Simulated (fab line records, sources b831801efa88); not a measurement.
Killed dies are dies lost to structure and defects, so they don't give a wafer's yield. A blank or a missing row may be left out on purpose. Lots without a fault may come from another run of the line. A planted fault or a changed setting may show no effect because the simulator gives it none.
fab line records | flow gf180mcu
record lots=11 wafers=33 last_day=34
route steps=602 shown V2@385
lots that met no fault: from a run of the same line without faults
start_h: hours from the record's first day to the start of the lot's first wafer shown | wait_h: hours since the lot's step before | " the same as in the row above | L1.1+2: a row that stands for several wafers | - no value, or no start given | * or withheld: withheld | < > ~ a bound
route shown NAME@n: a module of which the file shows steps, and the number in the route of the first | usual: mean/standard deviation of fault-free wafers | same: alike in all rows | chamber/n: place in a boat | sites: the reading at each site | _std_site: their standard deviation | _edge_site: outer sites' mean less inner sites' | radius_mm: how far each site lies from the wafer's centre | mask NAME#n: copy n | behind: the tool/chamber that last shaped the wafer | hold: why the lot was held/for how many hours/how that ended | device: the transistor (n, p or np) that didn't switch | end of line: the same wafers' tests at the end of the route | a step without rows: its recipe alone | killed: dies lost to structure and defects at the first sort, not the wafer's yield | map: a wafer's dies, x killed, . not, _ none there
set.NAME: the setting as run; set.NAME@STEP: as run at that earlier step | model.NAME: the simulator's own value behind a step, which no gauge read
steps of the route over a sample of lots; a table a step, a row a wafer
services: from which hour (start_h, from the record's first day; less than 0 if before it) a tool's chamber was out of use, for how many hours, and why
## steps
# step GF_V2_THK_MEAS_03
# recipe reads=SiO2_of_V2_CVD_02
# usual V2_CVD_02_THK=850/9.4
# columns lot.wafer tool chamber start_h wait_h V2_CVD_02_THK[nm]
L705.4 film_metro-04 - 440.70 0.0 846
L705.5 " - " " 841
L705.6 " - " " 840
L706.1 film_metro-01 - 452.33 0.0 851
L706.3 " - " " 848
L706.6 " - " " 866
L708.1 film_metro-01 - 469.06 0.0 852
L708.3 " - " " 837
L708.4 " - " " 859
L710.1 film_metro-04 - 496.86 0.0 846
L710.2 " - " " 851
L710.5 " - " " 849
L713.1 film_metro-03 - 520.65 0.0 839
L713.2 " - " " 840
L713.6 " - " " 855
L715.2 film_metro-01 - 538.70 0.0 840
L715.5 " - " " 857
L715.6 " - " " 856
L716.1 film_metro-04 - 545.26 0.0 852
L716.2 " - " " 852
L716.4 " - " " 853
L723.4 film_metro-04 - 601.79 0.0 850
L723.5 " - " " 857
L723.6 " - " " 853
L724.1 film_metro-01 - 606.95 0.0 845
L724.4 " - " " 858
L724.6 " - " " 861
L726.2 film_metro-04 - 629.02 0.0 847
L726.3 " - " " 843
L726.4 " - " " 860
L727.3 film_metro-01 - 629.78 0.1 854
L727.4 " - " " 872
L727.5 " - " " 859
# step GF_V2_CMP_04
# recipe material=SiO2 down_force_psi=4 platen_rpm=60 pad_velocity_m_s=0.94248
# usual motor_current_A=13.3/0.7 time_to_endpoint_s=79/4.7
# columns lot.wafer tool chamber start_h wait_h motor_current_A time_to_endpoint_s
L705.4 cmp-02 2 440.88 0.2 13.6 75
L705.5 " 3 " " 13.9 70
L705.6 " 0 " " 13.3 72
L706.1 cmp-02 2 452.39 0.1 12.6 81
L706.3 " 1 " " 12.9 81
L706.6 " 2 " " 12.7 89
L708.4 cmp-02 3 469.12 0.0 13.6 83
L708.3 " 1 " " 13.0 75
L708.1 " 2 " " 13.2 79
L710.2 cmp-02 2 496.92 0.0 13.2 81
L710.1 " 0 " " 13.5 76
L710.5 " 3 " " 13.4 79
L713.2 cmp-01 3 520.71 0.0 12.8 76
L713.1 " 2 " " 12.2 81
L713.6 " 3 " " 12.9 83
L715.2 cmp-01 0 538.85 0.1 14.5 78
L715.6 " 2 " " 12.0 89
L715.5 " 3 " " 13.0 82
L716.2 cmp-01 2 545.32 0.0 12.3 87
L716.1 " 3 " " 12.3 83
L716.4 " 0 " " 14.0 84
L723.4 cmp-01 1 601.92 0.1 13.1 81
L723.6 " 3 " " 12.3 78
L723.5 " 0 " " 13.9 80
L724.1 cmp-01 0 607.01 0.1 14.4 77
L724.4 " 1 " " 13.5 80
L724.6 " 0 " " 14.2 81
L726.3 cmp-02 1 629.46 0.4 13.3 76
L726.2 " 2 " " 12.8 77
L726.4 " 0 " " 13.7 83
L727.3 cmp-02 0 630.84 1.1 13.9 78
L727.4 " 1 " " 14.0 85
L727.5 " 3 " " 14.0 77
# step GF_V2_CD_MEAS_14
# recipe target_cd_nm=260
# usual cd_nm=260.3/1.1
# columns lot.wafer tool chamber start_h wait_h cd_nm
L705.4 cd_sem-02 - 465.22 0.1 259.9
L705.5 " - " " 260.8
L705.6 " - " " 261.1
L706.1 cd_sem-02 - 476.71 0.1 260.9
L706.3 " - " " 260.8
L706.6 " - " " 260.9
L708.1 cd_sem-01 - 493.86 0.1 261.9
L708.3 " - " " 262.5
L708.4 " - " " 261.4
L710.1 cd_sem-02 - 520.86 0.1 261.9
L710.2 " - " " 260.7
L710.5 " - " " 260.6
L713.1 cd_sem-02 - 543.51 0.1 263.0
L713.2 " - " " 262.1
L713.6 " - " " 261.8
L715.2 cd_sem-01 - 561.18 0.1 260.5
L715.5 " - " " 261.0
L715.6 " - " " 261.1
L716.1 cd_sem-02 - 567.34 0.2 258.8
L716.2 " - " " 259.6
L716.4 " - " " 259.4
L723.4 cd_sem-01 - 622.92 0.1 260.8
L723.5 " - " " 261.3
L723.6 " - " " 261.4
L724.1 cd_sem-01 - 628.36 0.1 260.3
L724.4 " - " " 261.2
L724.6 " - " " 261.0
L726.2 cd_sem-02 - 649.93 0.1 261.5
L726.3 " - " " 260.6
L726.4 " - " " 261.4
L727.3 cd_sem-02 - 650.65 0.1 260.2
L727.4 " - " " 259.7
L727.5 " - " " 258.8
# step GF_V2_CVD_23
# recipe material=W target_thk_nm=350 time_s=104.94 temp_c=400 pressure_torr=40
# usual heater_power_w=828/98
# columns lot.wafer tool chamber start_h wait_h heater_power_w
L705.4 cvd_w-01 1 466.11 0.1 859
L705.5 " 1 " " 858
L705.6 " 0 " " 668
L706.1 cvd_w-02 1 477.63 0.0 932
L706.3 " 1 " " 941
L706.6 " 1 " " 919
L708.1 cvd_w-02 0 494.78 0.0 827
L708.3 " 0 " " 837
L708.4 " 1 " " 938
L710.1 cvd_w-02 1 521.81 0.0 938
L710.2 " 0 " " 850
L710.5 " 0 " " 834
L713.1 cvd_w-01 1 544.42 0.0 869
L713.2 " 0 " " 672
L713.6 " 1 " " 869
L715.2 cvd_w-02 0 562.07 0.0 824
L715.5 " 0 " " 823
L715.6 " 1 " " 945
L716.1 cvd_w-02 1 568.26 0.0 952
L716.2 " 0 " " 830
L716.4 " 0 " " 816
L723.4 cvd_w-01 0 623.81 0.1 649
L723.5 " 0 " " 674
L723.6 " 1 " " 878
L724.1 cvd_w-01 1 629.37 0.0 850
L724.4 " 1 " " 855
L724.6 " 0 " " 669
L726.2 cvd_w-02 1 650.83 0.0 940
L726.3 " 0 " " 821
L726.4 " 1 " " 956
L727.3 cvd_w-01 0 652.00 0.1 688
L727.4 " 1 " " 874
L727.5 " 0 " " 678
# step GF_V2_RS_MEAS_24
# recipe thk_meas_gauge=four-point-probe reads=W_of_V2_CVD_23+TiN_of_V2_SPUTTER_22+Ti_of_V2_SPUTTER_21
# usual V2_W_RS=0.325/0.0035
# columns lot.wafer tool chamber start_h wait_h V2_W_RS[ohm/sq]
L705.4 film_metro-03 - 466.25 0.1 0.321
L705.5 " - " " 0.318
L705.6 " - " " 0.326
L706.1 film_metro-04 - 477.74 0.1 0.332
L706.3 " - " " 0.328
L706.6 " - " " 0.335
L708.1 film_metro-01 - 494.90 0.1 0.326
L708.3 " - " " 0.323
L708.4 " - " " 0.325
L710.1 film_metro-01 - 521.92 0.1 0.327
L710.2 " - " " 0.328
L710.5 " - " " 0.324
L713.1 film_metro-03 - 544.54 0.1 0.322
L713.2 " - " " 0.324
L713.6 " - " " 0.321
L715.2 film_metro-01 - 562.21 0.1 0.414
L715.5 " - " " 0.419
L715.6 " - " " 0.421
L716.1 film_metro-03 - 568.37 0.1 0.431
L716.2 " - " " 0.419
L716.4 " - " " 0.425
L723.4 film_metro-04 - 623.95 0.1 0.319
L723.5 " - " " 0.319
L723.6 " - " " 0.321
L724.1 film_metro-04 - 629.48 0.1 0.321
L724.4 " - " " 0.324
L724.6 " - " " 0.328
L726.2 film_metro-03 - 650.97 0.1 0.327
L726.3 " - " " 0.324
L726.4 " - " " 0.331
L727.3 film_metro-01 - 652.11 0.1 0.323
L727.4 " - " " 0.320
L727.5 " - " " 0.328
# step GF_V2_THK_MEAS_25
# recipe thk_meas_gauge=xrf reads=W_of_V2_CVD_23
# usual V2_W_THK=353/5.7
# columns lot.wafer tool chamber start_h wait_h V2_W_THK[nm]
L705.4 film_metro-03 - 466.34 0.1 359
L705.5 " - " " 364
L705.6 " - " " 353
L706.1 film_metro-04 - 477.86 0.1 344
L706.3 " - " " 349
L706.6 " - " " 342
L708.1 film_metro-01 - 495.02 0.1 359
L708.3 " - " " 362
L708.4 " - " " 358
L710.1 film_metro-01 - 522.04 0.1 355
L710.2 " - " " 352
L710.5 " - " " 356
L713.1 film_metro-03 - 544.66 0.1 363
L713.2 " - " " 361
L713.6 " - " " 365
L715.2 film_metro-01 - 562.32 0.1 272
L715.5 " - " " 271
L715.6 " - " " 268
L716.1 film_metro-03 - 568.49 0.1 271
L716.2 " - " " 278
L716.4 " - " " 272
L723.4 film_metro-04 - 624.04 0.1 356
L723.5 " - " " 354
L723.6 " - " " 354
L724.1 film_metro-04 - 629.60 0.1 355
L724.4 " - " " 352
L724.6 " - " " 346
L726.2 film_metro-03 - 651.08 0.1 351
L726.3 " - " " 354
L726.4 " - " " 345
L727.3 film_metro-01 - 652.21 0.1 354
L727.4 " - " " 359
L727.5 " - " " 348
# step GF_V2_CMP_26
# recipe stop_on=SiO2 down_force_psi=3.5 platen_rpm=60 t_overpolish_s=15 target_thk_nm=0 pad_velocity_m_s=0.94248
# usual motor_current_A=12.2/0.68 time_to_endpoint_s=84/3.3
# columns lot.wafer tool chamber start_h wait_h motor_current_A time_to_endpoint_s
L705.4 cmp-01 3 466.42 0.1 11.5 85
L705.5 " 2 " " 10.5 90
L705.6 " 3 " " 11.9 86
L706.3 cmp-01 3 477.92 0.0 11.6 79
L706.1 " 2 " " 10.9 86
L706.6 " 0 " " 13.2 81
L708.3 cmp-02 2 495.13 0.1 12.2 88
L708.4 " 3 " " 13.4 89
L708.1 " 0 " " 12.6 84
L710.1 cmp-01 1 522.15 0.1 12.1 79
L710.2 " 3 " " 11.5 78
L710.5 " 0 " " 13.2 79
L713.1 cmp-02 3 544.72 0.1 12.4 83
L713.2 " 0 " " 12.4 82
L713.6 " 3 " " 13.4 83
L715.2 cmp-02 2 562.42 0.1 11.6 65
L715.6 " 1 " " 12.2 66
L715.5 " 2 " " 11.7 65
L716.1 cmp-02 0 568.59 0.1 12.6 63
L716.2 " 1 " " 12.0 62
L716.4 " 3 " " 12.6 61
L723.4 cmp-02 2 627.68 3.6 11.9 93
L723.6 " 3 " " 13.1 85
L723.5 " 0 " " 12.8 88
L724.1 cmp-02 1 630.16 0.6 12.7 88
L724.4 " 2 " " 12.2 87
L724.6 " 0 " " 12.6 84
L726.3 cmp-02 1 651.13 0.0 11.9 83
L726.2 " 3 " " 12.2 86
L726.4 " 0 " " 12.4 79
L727.4 cmp-01 3 652.35 0.1 12.2 88
L727.3 " 0 " " 13.5 82
L727.5 " 2 " " 11.2 84
## services
# columns tool chamber start_h hours kind
cvd_w-02 - 420.74 0.7 repair
cvd_w-01 1 433.12 15.9 repair
cvd_w-01 - 451.17 6.9 pm
cvd_w-01 0 472.56 2.0 repair
cvd_w-02 0 483.28 2.1 repair
cvd_w-02 0 489.87 4.2 repair
cvd_w-01 0 496.93 8.1 repair
cmp-01 - 527.73 6.5 pm
cmp-01 - 572.00 4.0 pm
cmp-01 - 576.00 - consumable_replace:conditioner
cmp-01 - 576.00 - consumable_replace:pad
cmp-02 - 593.05 4.1 repair
cvd_w-01 1 600.29 14.5 repair
cmp-02 - 618.42 6.4 repair
cmp-01 - 618.97 20.4 repair
cmp-02 - 648.27 1.9 repair
## key
first_sign step=GF_V2_RS_MEAS_24 reading=V2_W_RS direction=up sigmas=27 usual=0.325 struck=0.422
effect step=GF_V2_THK_MEAS_25 reading=V2_W_THK direction=down sigmas=14 usual=353 struck=272
effect step=GF_V2_CMP_26 reading=time_to_endpoint_s direction=down sigmas=6.2 usual=* struck=*
met_at GF_V2_CVD_23
struck_lots L715,L716
not_acting_at GF_V2_THK_MEAS_03,GF_V2_CMP_04,GF_V2_CD_MEAS_14
onset_between 521.81 562.07
fault kind=process_parameter_drift tool=cvd_w-02 chamber=- onset_h=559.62 steps=GF_V2_CVD_23 channel=target_thk_nm offset=-77.113 shape=step end_h=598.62 acts_in=these_recipes_only stated=350
